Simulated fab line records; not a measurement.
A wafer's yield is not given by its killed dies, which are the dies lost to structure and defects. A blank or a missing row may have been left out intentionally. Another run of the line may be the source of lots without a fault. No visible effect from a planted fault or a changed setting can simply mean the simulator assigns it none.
Which tool did it? || flow sky130 || 33 wafers from 11 lots sampled at 4 of the route's 708 steps

WHAT EACH GAUGE READ, for each wafer
No reading from a measuring or inspecting step in the record can be judged against a usual standard deviation.

WHAT TOOL EACH LOT RAN ON (gives the tool, then ch and the chambers of the sampled wafers, and finally the start)
{"lot": "L275", "SKY_LOCAL_INTERCONNECT_ETCH_13": "rie_metal-02 ch 0,1, day 30 02:26", "SKY_CONTACT_SPUTTER_23": "pvd_sputter-02, day 31 09:31", "SKY_METAL1_SPUTTER_01": "pvd_sputter-01, day 31 10:11", "SKY_METAL1_STRIP_20": "plasma_asher-04 ch 0,1, day 32 13:03"}
{"lot": "L276", "SKY_LOCAL_INTERCONNECT_ETCH_13": "rie_metal-03 ch 0,1, day 30 17:38", "SKY_CONTACT_SPUTTER_23": "pvd_sputter-01, day 31 23:28", "SKY_METAL1_SPUTTER_01": "pvd_sputter-02, day 32 00:09", "SKY_METAL1_STRIP_20": "plasma_asher-04 ch 0,1, day 33 03:35"}
{"lot": "L277", "SKY_LOCAL_INTERCONNECT_ETCH_13": "rie_metal-04 ch 1, day 30 21:44", "SKY_CONTACT_SPUTTER_23": "pvd_sputter-01, day 32 03:31", "SKY_METAL1_SPUTTER_01": "pvd_sputter-02, day 32 04:12", "SKY_METAL1_STRIP_20": "plasma_asher-04 ch 0,1, day 33 07:06"}
{"lot": "L281", "SKY_LOCAL_INTERCONNECT_ETCH_13": "rie_metal-04 ch 1, day 32 09:16", "SKY_CONTACT_SPUTTER_23": "pvd_sputter-03, day 33 13:51", "SKY_METAL1_SPUTTER_01": "pvd_sputter-02, day 33 14:31", "SKY_METAL1_STRIP_20": "plasma_asher-02 ch 0,1, day 34 17:45"}
{"lot": "L280", "SKY_LOCAL_INTERCONNECT_ETCH_13": "rie_metal-04 ch 0,1, day 32 19:22", "SKY_CONTACT_SPUTTER_23": "pvd_sputter-01, day 34 00:05", "SKY_METAL1_SPUTTER_01": "pvd_sputter-04, day 34 00:52", "SKY_METAL1_STRIP_20": "plasma_asher-03 ch 0,1, day 35 04:03"}
{"lot": "L282", "SKY_LOCAL_INTERCONNECT_ETCH_13": "rie_metal-04 ch 0,1, day 33 00:49", "SKY_CONTACT_SPUTTER_23": "pvd_sputter-03, day 34 05:07", "SKY_METAL1_SPUTTER_01": "pvd_sputter-01, day 34 05:48", "SKY_METAL1_STRIP_20": "plasma_asher-04 ch 0,1, day 35 09:12"}
{"lot": "L283", "SKY_LOCAL_INTERCONNECT_ETCH_13": "rie_metal-02 ch 0,1, day 33 05:52", "SKY_CONTACT_SPUTTER_23": "pvd_sputter-02, day 34 10:39", "SKY_METAL1_SPUTTER_01": "pvd_sputter-01, day 34 11:19", "SKY_METAL1_STRIP_20": "plasma_asher-02 ch 0,1, day 35 14:24"}
{"lot": "L284", "SKY_LOCAL_INTERCONNECT_ETCH_13": "rie_metal-03 ch 0,1, day 33 15:32", "SKY_CONTACT_SPUTTER_23": "pvd_sputter-02, day 34 19:55", "SKY_METAL1_SPUTTER_01": "pvd_sputter-04, day 34 20:35", "SKY_METAL1_STRIP_20": "plasma_asher-04 ch 0,1, day 35 23:23"}
{"lot": "L285", "SKY_LOCAL_INTERCONNECT_ETCH_13": "rie_metal-04 ch 0,1, day 33 20:59", "SKY_CONTACT_SPUTTER_23": "pvd_sputter-01, day 35 01:32", "SKY_METAL1_SPUTTER_01": "pvd_sputter-01, day 35 02:13", "SKY_METAL1_STRIP_20": "plasma_asher-04 ch 0,1, day 36 05:35"}
{"lot": "L291", "SKY_LOCAL_INTERCONNECT_ETCH_13": "rie_metal-04 ch 0,1, day 35 15:59", "SKY_CONTACT_SPUTTER_23": "pvd_sputter-02, day 36 20:22", "SKY_METAL1_SPUTTER_01": "pvd_sputter-01, day 36 21:02", "SKY_METAL1_STRIP_20": "plasma_asher-03 ch 0,1, day 37 22:33"}
{"lot": "L296", "SKY_LOCAL_INTERCONNECT_ETCH_13": "rie_metal-04 ch 0,1, day 37 07:34", "SKY_CONTACT_SPUTTER_23": "pvd_sputter-01, day 38 11:46", "SKY_METAL1_SPUTTER_01": "pvd_sputter-02, day 38 12:27", "SKY_METAL1_STRIP_20": "plasma_asher-03 ch 0,1, day 39 13:56"}
- SKY_LOCAL_INTERCONNECT_ETCH_13: etches BARC in N2/H2, stops on SiO2, time 45.9 s, target depth 60 nm.
- SKY_CONTACT_SPUTTER_23: material TiN, target thk 20 nm, time 80 s.
- SKY_METAL1_SPUTTER_01: material TiN, target thk 20 nm, time 16.7 s.
- SKY_METAL1_STRIP_20: strips in O2/N2.

AS READ BY THE TOOLS THEMSELVES (means over the sampled wafers that have a number; for cases with no such wafer, the mark the record gives instead)
SKY_LOCAL_INTERCONNECT_ETCH_13. Usual: chamber_pressure_mTorr 30.001 mTorr, standard deviation 0.025; drypump_motor_current_A 5.72 A, standard deviation 0.29; oes_product_au 0.854 a.u., standard deviation 0.0047; rf_fwd_power_W 495.7 W, standard deviation 2.3; throttle_valve_pct 13.224 %, standard deviation 0.0089.
{"lot": "L275", "tool": "rie_metal-02", "chamber_pressure_mTorr (mTorr)": 30.010, "drypump_motor_current_A (A)": 5.62, "oes_product_au (a.u.)": 0.860, "rf_fwd_power_W (W)": 497.4, "throttle_valve_pct (%)": 13.226, "flag": ""}
{"lot": "L276", "tool": "rie_metal-03", "chamber_pressure_mTorr (mTorr)": 30.013, "drypump_motor_current_A (A)": 5.62, "oes_product_au (a.u.)": 0.855, "rf_fwd_power_W (W)": 494.5, "throttle_valve_pct (%)": 13.221, "flag": ""}
{"lot": "L277", "tool": "rie_metal-04", "chamber_pressure_mTorr (mTorr)": 30.002, "drypump_motor_current_A (A)": 5.49, "oes_product_au (a.u.)": 0.855, "rf_fwd_power_W (W)": 497.7, "throttle_valve_pct (%)": 13.229, "flag": ""}
{"lot": "L281", "tool": "rie_metal-04", "chamber_pressure_mTorr (mTorr)": 30.024, "drypump_motor_current_A (A)": 5.46, "oes_product_au (a.u.)": 0.852, "rf_fwd_power_W (W)": 495.6, "throttle_valve_pct (%)": 13.229, "flag": ""}
{"lot": "L280", "tool": "rie_metal-04", "chamber_pressure_mTorr (mTorr)": 29.992, "drypump_motor_current_A (A)": 5.95, "oes_product_au (a.u.)": 0.855, "rf_fwd_power_W (W)": 495.0, "throttle_valve_pct (%)": 13.212, "flag": ""}
{"lot": "L282", "tool": "rie_metal-04", "chamber_pressure_mTorr (mTorr)": 30.003, "drypump_motor_current_A (A)": 5.93, "oes_product_au (a.u.)": 0.853, "rf_fwd_power_W (W)": 496.1, "throttle_valve_pct (%)": 13.223, "flag": ""}
{"lot": "L283", "tool": "rie_metal-02", "chamber_pressure_mTorr (mTorr)": 29.982, "drypump_motor_current_A (A)": 5.54, "oes_product_au (a.u.)": 0.851, "rf_fwd_power_W (W)": 495.9, "throttle_valve_pct (%)": 13.228, "flag": ""}
{"lot": "L284", "tool": "rie_metal-03", "chamber_pressure_mTorr (mTorr)": 29.996, "drypump_motor_current_A (A)": 5.62, "oes_product_au (a.u.)": 0.856, "rf_fwd_power_W (W)": 490.9, "throttle_valve_pct (%)": 13.220, "flag": ""}
{"lot": "L285", "tool": "rie_metal-04", "chamber_pressure_mTorr (mTorr)": 30.023, "drypump_motor_current_A (A)": 5.71, "oes_product_au (a.u.)": 0.857, "rf_fwd_power_W (W)": 497.3, "throttle_valve_pct (%)": 13.225, "flag": ""}
{"lot": "L291", "tool": "rie_metal-04", "chamber_pressure_mTorr (mTorr)": 30.010, "drypump_motor_current_A (A)": 5.71, "oes_product_au (a.u.)": 0.854, "rf_fwd_power_W (W)": 495.8, "throttle_valve_pct (%)": 13.231, "flag": ""}
{"lot": "L296", "tool": "rie_metal-04", "chamber_pressure_mTorr (mTorr)": 30.004, "drypump_motor_current_A (A)": 5.71, "oes_product_au (a.u.)": 0.854, "rf_fwd_power_W (W)": 497.2, "throttle_valve_pct (%)": 13.225, "flag": ""}

SKY_CONTACT_SPUTTER_23. Usual: cathode_dc_power_W 3999.9 W, standard deviation 0.73; throttle_valve_pct 30.0 %, standard deviation 0.86.
{"lot": "L275", "tool": "pvd_sputter-02", "cathode_dc_power_W (W)": 3999.6, "throttle_valve_pct (%)": 29.7, "flag": ""}
{"lot": "L276", "tool": "pvd_sputter-01", "cathode_dc_power_W (W)": 3999.2, "throttle_valve_pct (%)": 30.1, "flag": ""}
{"lot": "L277", "tool": "pvd_sputter-01", "cathode_dc_power_W (W)": 4000.3, "throttle_valve_pct (%)": 29.5, "flag": ""}
{"lot": "L281", "tool": "pvd_sputter-03", "cathode_dc_power_W (W)": 3999.8, "throttle_valve_pct (%)": 29.9, "flag": ""}
{"lot": "L280", "tool": "pvd_sputter-01", "cathode_dc_power_W (W)": 4000.0, "throttle_valve_pct (%)": 29.6, "flag": ""}
{"lot": "L282", "tool": "pvd_sputter-03", "cathode_dc_power_W (W)": 4000.1, "throttle_valve_pct (%)": 30.5, "flag": ""}
{"lot": "L283", "tool": "pvd_sputter-02", "cathode_dc_power_W (W)": 3999.4, "throttle_valve_pct (%)": 29.6, "flag": ""}
{"lot": "L284", "tool": "pvd_sputter-02", "cathode_dc_power_W (W)": 3999.7, "throttle_valve_pct (%)": 29.1, "flag": ""}
{"lot": "L285", "tool": "pvd_sputter-01", "cathode_dc_power_W (W)": 3999.9, "throttle_valve_pct (%)": 29.8, "flag": ""}
{"lot": "L291", "tool": "pvd_sputter-02", "cathode_dc_power_W (W)": 4000.2, "throttle_valve_pct (%)": 29.4, "flag": ""}
{"lot": "L296", "tool": "pvd_sputter-01", "cathode_dc_power_W (W)": 3999.8, "throttle_valve_pct (%)": 29.7, "flag": ""}

SKY_METAL1_SPUTTER_01. Usual: cathode_dc_power_W 6500.2 W, standard deviation 1.1; throttle_valve_pct 29.8 %, standard deviation 0.98.
{"lot": "L275", "tool": "pvd_sputter-01", "cathode_dc_power_W (W)": 6500.3, "throttle_valve_pct (%)": 30.1, "flag": ""}
{"lot": "L276", "tool": "pvd_sputter-02", "cathode_dc_power_W (W)": 6498.6, "throttle_valve_pct (%)": 29.7, "flag": ""}
{"lot": "L277", "tool": "pvd_sputter-02", "cathode_dc_power_W (W)": 6499.6, "throttle_valve_pct (%)": 30.2, "flag": ""}
{"lot": "L281", "tool": "pvd_sputter-02", "cathode_dc_power_W (W)": 6500.8, "throttle_valve_pct (%)": 29.6, "flag": ""}
{"lot": "L280", "tool": "pvd_sputter-04", "cathode_dc_power_W (W)": 6501.3, "throttle_valve_pct (%)": 30.8, "flag": ""}
{"lot": "L282", "tool": "pvd_sputter-01", "cathode_dc_power_W (W)": 6500.2, "throttle_valve_pct (%)": 29.8, "flag": ""}
{"lot": "L283", "tool": "pvd_sputter-01", "cathode_dc_power_W (W)": 6500.0, "throttle_valve_pct (%)": 30.1, "flag": ""}
{"lot": "L284", "tool": "pvd_sputter-04", "cathode_dc_power_W (W)": 6501.1, "throttle_valve_pct (%)": 30.9, "flag": ""}
{"lot": "L285", "tool": "pvd_sputter-01", "cathode_dc_power_W (W)": 6500.0, "throttle_valve_pct (%)": 28.7, "flag": ""}
{"lot": "L291", "tool": "pvd_sputter-01", "cathode_dc_power_W (W)": 6589.4, "throttle_valve_pct (%)": 30.3, "flag": "OFF"}
{"lot": "L296", "tool": "pvd_sputter-02", "cathode_dc_power_W (W)": 6501.4, "throttle_valve_pct (%)": 30.0, "flag": ""}

SKY_METAL1_STRIP_20. Usual: chamber_pressure_mTorr 1499.9 mTorr, standard deviation 1.2; drypump_motor_current_A 5.9 A, standard deviation 0.54; oes_product_au 0.345 a.u., standard deviation 0.0052; strip_time_to_endpoint_s 2.74 s, standard deviation 0.045.
{"lot": "L275", "tool": "plasma_asher-04", "chamber_pressure_mTorr (mTorr)": 1499.8, "drypump_motor_current_A (A)": 5.4, "oes_product_au (a.u.)": 0.345, "strip_time_to_endpoint_s (s)": 2.69, "flag": ""}
{"lot": "L276", "tool": "plasma_asher-04", "chamber_pressure_mTorr (mTorr)": 1499.0, "drypump_motor_current_A (A)": 5.9, "oes_product_au (a.u.)": 0.348, "strip_time_to_endpoint_s (s)": 2.76, "flag": ""}
{"lot": "L277", "tool": "plasma_asher-04", "chamber_pressure_mTorr (mTorr)": 1499.0, "drypump_motor_current_A (A)": 5.9, "oes_product_au (a.u.)": 0.344, "strip_time_to_endpoint_s (s)": 2.70, "flag": ""}
{"lot": "L281", "tool": "plasma_asher-02", "chamber_pressure_mTorr (mTorr)": 1501.6, "drypump_motor_current_A (A)": 6.0, "oes_product_au (a.u.)": 0.345, "strip_time_to_endpoint_s (s)": 2.75, "flag": ""}
{"lot": "L280", "tool": "plasma_asher-03", "chamber_pressure_mTorr (mTorr)": 1500.6, "drypump_motor_current_A (A)": 6.0, "oes_product_au (a.u.)": 0.343, "strip_time_to_endpoint_s (s)": 2.76, "flag": ""}
{"lot": "L282", "tool": "plasma_asher-04", "chamber_pressure_mTorr (mTorr)": 1499.1, "drypump_motor_current_A (A)": 5.9, "oes_product_au (a.u.)": 0.344, "strip_time_to_endpoint_s (s)": 2.77, "flag": ""}
{"lot": "L283", "tool": "plasma_asher-02", "chamber_pressure_mTorr (mTorr)": 1499.5, "drypump_motor_current_A (A)": 6.0, "oes_product_au (a.u.)": 0.344, "strip_time_to_endpoint_s (s)": 2.78, "flag": ""}
{"lot": "L284", "tool": "plasma_asher-04", "chamber_pressure_mTorr (mTorr)": 1499.5, "drypump_motor_current_A (A)": 5.9, "oes_product_au (a.u.)": 0.344, "strip_time_to_endpoint_s (s)": 2.72, "flag": ""}
{"lot": "L285", "tool": "plasma_asher-04", "chamber_pressure_mTorr (mTorr)": 1500.2, "drypump_motor_current_A (A)": 5.4, "oes_product_au (a.u.)": 0.348, "strip_time_to_endpoint_s (s)": 2.73, "flag": ""}
{"lot": "L291", "tool": "plasma_asher-03", "chamber_pressure_mTorr (mTorr)": 1500.0, "drypump_motor_current_A (A)": 6.0, "oes_product_au (a.u.)": 0.349, "strip_time_to_endpoint_s (s)": 2.76, "flag": ""}
{"lot": "L296", "tool": "plasma_asher-03", "chamber_pressure_mTorr (mTorr)": 1499.5, "drypump_motor_current_A (A)": 6.0, "oes_product_au (a.u.)": 0.345, "strip_time_to_endpoint_s (s)": 2.72, "flag": ""}

THE ANSWER, worked out from the rows above alone
Rule: lot off if the mean of its wafers having a number is beyond 3 standard deviations from the usual mean. A lot without any number at a reading at which 4 lots or more have one is off too. Where the step has rows for the other lots, those lots are counted as sound. The gauges are gone through in route order, then the tools' own readings, and for those a lot's mean is taken as printed above. The first step at which some lot is off is used, and at that step the reading that is off furthest; a lot without a number counts as furthest.
Off at SKY_METAL1_SPUTTER_01 (cathode_dc_power_W): L291.
A tool fits if, at that step or a process step before it, it ran every lot that is off, and no sound lot after the first of them. This does not decide it: 2 tools fit, namely pvd_sputter-02 at SKY_CONTACT_SPUTTER_23 and pvd_sputter-01 at SKY_METAL1_SPUTTER_01.

WHAT THE SIMULATOR HAD INSERTED
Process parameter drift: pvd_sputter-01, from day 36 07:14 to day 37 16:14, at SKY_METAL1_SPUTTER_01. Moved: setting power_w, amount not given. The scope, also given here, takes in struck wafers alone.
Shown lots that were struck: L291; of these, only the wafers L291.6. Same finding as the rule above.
